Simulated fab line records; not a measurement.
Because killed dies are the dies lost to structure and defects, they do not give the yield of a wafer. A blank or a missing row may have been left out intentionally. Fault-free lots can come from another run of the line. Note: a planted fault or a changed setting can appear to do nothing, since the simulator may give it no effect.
Which tool was responsible? | flow sky130 | 42 wafers from 14 lots sampled at 4 of the route's 708 steps

== WHAT THE GAUGES SHOWED, per wafer ==
SKY_PASSIVATION_THK_MEAS_01. Usual: for PASSIVATION_CVD_00_THK the level is 89.6 nm and the standard deviation is 1.3.
lot  | measured     | on           | PASSIVATION_CVD_00_THK (nm) | flag
L161 | day 43 20:13 | filmMetro-04 | 88.1 88.5 90.0              | 
L162 | day 44 00:48 | filmMetro-03 | 89.2 89.8 90.2              | 
L163 | day 44 11:31 | filmMetro-04 | 89.0 91.0                   | 
L164 | day 44 20:17 | filmMetro-04 | 90.1 87.9 89.8              | 
L166 | day 45 12:09 | filmMetro-02 | 90.1                        | 
L174 | day 47 01:17 | filmMetro-04 | 90.2 89.8 90.5              | 
L175 | day 47 11:35 | filmMetro-02 | 90.7 90.8 88.8              | 
L176 | day 47 14:34 | filmMetro-04 | 89.9 90.2 91.0              | 
L177 | day 48 05:41 | filmMetro-03 | 89.8 90.3 91.7              | 
L179 | day 48 17:33 | filmMetro-04 | 89.3 88.6 91.8              | 
L180 | day 48 23:36 | filmMetro-03 | 89.7 90.4 91.0              | 
L181 | day 48 19:52 | filmMetro-02 | 90.0 90.6 91.0              | 
L182 | day 49 02:31 | filmMetro-03 | 87.6 88.9 88.4              | 
L184 | day 49 13:22 | filmMetro-03 | 88.5 89.0 89.7              | 

== TOOL THAT RAN EACH LOT (tool first, then ch and the chambers of the sampled wafers, then the start) ==
lot  | SKY_GATE_OXIDE_EXPOSE_07           | SKY_VIA3_CMP_24               | SKY_CAP2M_SPUTTER_02
L161 | ilineStepper-01 ch 0, day 13 04:13 | cmp-02 ch 1,2,3, day 39 14:33 | pvdSputter-01, day 39 14:56
L162 | ilineStepper-01 ch 0, day 13 14:41 | cmp-01 ch 0,1, day 39 21:36   | pvdSputter-04, day 39 22:08
L163 | ilineStepper-01 ch 0, day 14 01:55 | cmp-01 ch 0, day 40 10:50     | pvdSputter-01, day 40 11:19
L164 | ilineStepper-02 ch 0, day 14 06:41 | cmp-01 ch 0,2,3, day 40 16:05 | pvdSputter-03, day 40 16:38
L166 | ilineStepper-01 ch 0, day 14 23:10 | cmp-02 ch 1, day 41 14:08     | pvdSputter-04, day 41 14:38
L174 | ilineStepper-02 ch 0, day 17 13:23 | cmp-02 ch 1,2, day 43 07:09   | pvdSputter-01, day 43 07:40
L175 | ilineStepper-01 ch 0, day 17 23:04 | cmp-01 ch 0,1,3, day 43 19:00 | pvdSputter-04, day 43 19:23
L176 | ilineStepper-01 ch 0, day 18 07:59 | cmp-02 ch 0,2,3, day 43 21:20 | pvdSputter-01, day 43 21:46
L177 | ilineStepper-01 ch 0, day 19 07:11 | cmp-02 ch 0,1,2, day 44 16:22 | pvdSputter-03, day 44 16:54
L179 | ilineStepper-02 ch 0, day 19 21:02 | cmp-02 ch 0,1,3, day 45 04:19 | pvdSputter-04, day 45 04:48
L180 | ilineStepper-01 ch 0, day 20 08:38 | cmp-01 ch 0,2,3, day 45 13:13 | pvdSputter-04, day 45 13:36
L181 | ilineStepper-02 ch 0, day 20 09:24 | cmp-01 ch 1,2, day 45 07:34   | pvdSputter-01, day 45 08:06
L182 | ilineStepper-01 ch 0, day 20 13:09 | cmp-02 ch 0,1,2, day 45 15:07 | pvdSputter-04, day 45 15:40
L184 | ilineStepper-01 ch 0, day 21 09:25 | cmp-02 ch 0,1,2, day 46 02:37 | pvdSputter-04, day 46 03:07
- SKY_GATE_OXIDE_EXPOSE_07: exposes mask LVOM, target cd 600 nm.
- SKY_VIA3_CMP_24: polishes, stops on SiO2, t overpolish 20 s, target thk 0 nm.
- SKY_CAP2M_SPUTTER_02: material TiN, target thk 200 nm, time 166.7 s.

== WHAT THE TOOLS THEMSELVES READ (means of the sampled wafers that have a number; where no wafer has one, the mark that the record gives instead) ==
SKY_VIA3_CMP_24. Usual: motorCurrentA 10.8 A, standard deviation 0.79; overpolishRunS 20.000 s, standard deviation 0.0094; timeToEndpointS 98 s, standard deviation 3.5.
lot  | tool   | motorCurrentA (A) | overpolishRunS (s) | timeToEndpointS (s) | flag
L161 | cmp-02 | 10.8              | 19.996             | 96                  | 
L162 | cmp-01 | 11.9              | 19.998             | 96                  | 
L163 | cmp-01 | 11.2              | 20.005             | 94                  | 
L164 | cmp-01 | 10.2              | 20.010             | 98                  | 
L166 | cmp-02 | 10.8              | 20.002             | 102                 | 
L174 | cmp-02 | 10.8              | 19.998             | 100                 | 
L175 | cmp-01 | 10.8              | 20.001             | 101                 | 
L176 | cmp-02 | 10.8              | 20.003             | 96                  | 
L177 | cmp-02 | 10.5              | 20.004             | 96                  | 
L179 | cmp-02 | 10.6              | 20.004             | 94                  | 
L180 | cmp-01 | 10.1              | 19.998             | 95                  | 
L181 | cmp-01 | 11.2              | 19.998             | 102                 | 
L182 | cmp-02 | 10.6              | 20.004             | 95                  | 
L184 | cmp-02 | 10.4              | 20.004             | 97                  | 

SKY_CAP2M_SPUTTER_02. Usual: chamberPressurePa 0.4001 Pa, standard deviation 0.00085; throttleValvePct 30.6 %, standard deviation 0.81.
lot  | tool          | chamberPressurePa (Pa) | throttleValvePct (%) | flag
L161 | pvdSputter-01 | 0.4010                 | 30.9                 | 
L162 | pvdSputter-04 | 0.4004                 | 30.1                 | 
L163 | pvdSputter-01 | 0.4002                 | 31.1                 | 
L164 | pvdSputter-03 | 0.4003                 | 30.6                 | 
L166 | pvdSputter-04 | 0.4008                 | 29.3                 | 
L174 | pvdSputter-01 | 0.3998                 | 30.4                 | 
L175 | pvdSputter-04 | 0.3992                 | 30.8                 | 
L176 | pvdSputter-01 | 0.4008                 | 30.6                 | 
L177 | pvdSputter-03 | 0.4002                 | 30.8                 | 
L179 | pvdSputter-04 | 0.3995                 | 31.0                 | 
L180 | pvdSputter-04 | 0.3995                 | 31.1                 | 
L181 | pvdSputter-01 | 0.4005                 | 30.8                 | 
L182 | pvdSputter-04 | 0.3993                 | 31.2                 | 
L184 | pvdSputter-04 | 0.3993                 | 31.4                 | 

== THE ANSWER, worked out from the rows above alone ==
Rule: a lot is off if the mean of its wafers that have a number lies more than 3 standard deviations from the usual mean. Also off: a lot with no number at a reading for which 4 or more lots have one. Any other lot the step has rows for is counted as sound. Order of review: gauges by route order, followed by the tools' own readings, for which a lot's mean as printed above is used. At the first step where some lot is off, the reading lying furthest off is the one used; lots without a number count as furthest.
No lot is off on any of the readings shown, so nothing can be concluded from this.

== WHAT THE SIMULATOR HAD INSERTED ==
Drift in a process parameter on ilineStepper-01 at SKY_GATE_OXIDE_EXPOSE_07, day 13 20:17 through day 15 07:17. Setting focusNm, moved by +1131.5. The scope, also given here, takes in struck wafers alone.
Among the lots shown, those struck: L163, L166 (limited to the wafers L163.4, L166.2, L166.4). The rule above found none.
